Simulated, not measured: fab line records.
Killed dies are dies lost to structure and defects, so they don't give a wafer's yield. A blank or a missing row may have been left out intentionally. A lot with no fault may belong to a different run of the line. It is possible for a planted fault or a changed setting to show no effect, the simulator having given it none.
A single fault, viewed from 2 desks || flow sky130 || what lay behind the numbers comes last; until then each desk has only its own

## THE TOOL OWNER'S DESK: rieMetal-03
The tool's own readings at SKY_METAL4_ETCH_16 (etches BARC in N2/H2, stops on SiO2, time 88.2 s, target depth 60 nm): means of the sampled wafers that have a number, for each lot that ran on this tool. If a lot's mean is further than 4 standard deviations from the usual mean, the lot is out of limits and carries the mark OUT (the distance appears in the brackets).
Columns: A = drypumpMotorCurrentA at SKY_METAL4_ETCH_16, usual 6.0 A; B = oesProductAu at SKY_METAL4_ETCH_16, usual 0.625 a.u.; C = rfFwdPowerW at SKY_METAL4_ETCH_16, usual 496.5 W; D = throttleValvePct at SKY_METAL4_ETCH_16, usual 13.205 %
{"lot": "L847", "first seen here": "day 43 12:14", "A": 5.9, "B": 0.624, "C": 496.8, "D": 13.209}
{"lot": "L851", "first seen here": "day 44 18:42", "A": 5.5, "B": 0.626, "C": "578.6 (+48) OUT", "D": 13.214}
{"lot": "L855", "first seen here": "day 45 15:58", "A": 5.9, "B": 0.625, "C": "577.9 (+48) OUT", "D": 13.208}
This desk finds L851, L855 out of limits, L851 being first, at day 44 18:42 (rfFwdPowerW at SKY_METAL4_ETCH_16). Within limits: L847.

## AT THE METROLOGY DESK
What the gauges read, lot by lot, whatever tool the lot ran on: means of the sampled wafers that have a number. If a lot's mean is further than 4 standard deviations from the usual mean, the lot is out of limits and carries the mark OUT (the distance appears in the brackets).
Columns: A = cdNm at SKY_METAL4_CD_MEAS_13, usual 299.6 nm; B = METAL4_OVL at SKY_METAL4_OVL_MEAS_14, usual 1 nm
{"lot": "L843", "first seen here": "day 42 10:29", "A": 300.0, "B": -3}
{"lot": "L847", "first seen here": "day 43 12:02", "A": 299.3, "B": 7}
{"lot": "L851", "first seen here": "day 44 18:31", "A": 302.7, "B": -2}
{"lot": "L855", "first seen here": "day 45 15:47", "A": 300.7, "B": 3}
{"lot": "L858", "first seen here": "day 46 09:55", "A": 298.8, "B": 2}
{"lot": "L862", "first seen here": "day 47 04:47", "A": 299.5, "B": -2}
This desk's finding: nothing out of limits on any of the 6 lots.

## ALL TOGETHER
The tool owner's desk had the chance to raise an alarm at day 44 18:42 on L851, L855.
At the metrology desk, nothing out of limits was observed.
The metrology desk has L851, L855 on record, within its limits.
SKY_METAL4_ETCH_16 was run on rieMetal-03 by each of the lots named.

## WHAT HAD BEEN PUT IN BY THE SIMULATOR
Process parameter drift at SKY_METAL4_ETCH_16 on rieMetal-03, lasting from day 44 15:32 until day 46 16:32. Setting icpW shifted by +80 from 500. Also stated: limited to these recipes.
Shown lots that were struck: L851, L855.
Each desk's first reading out of limits, in hours after the fault started: the tool owner's desk, 3.
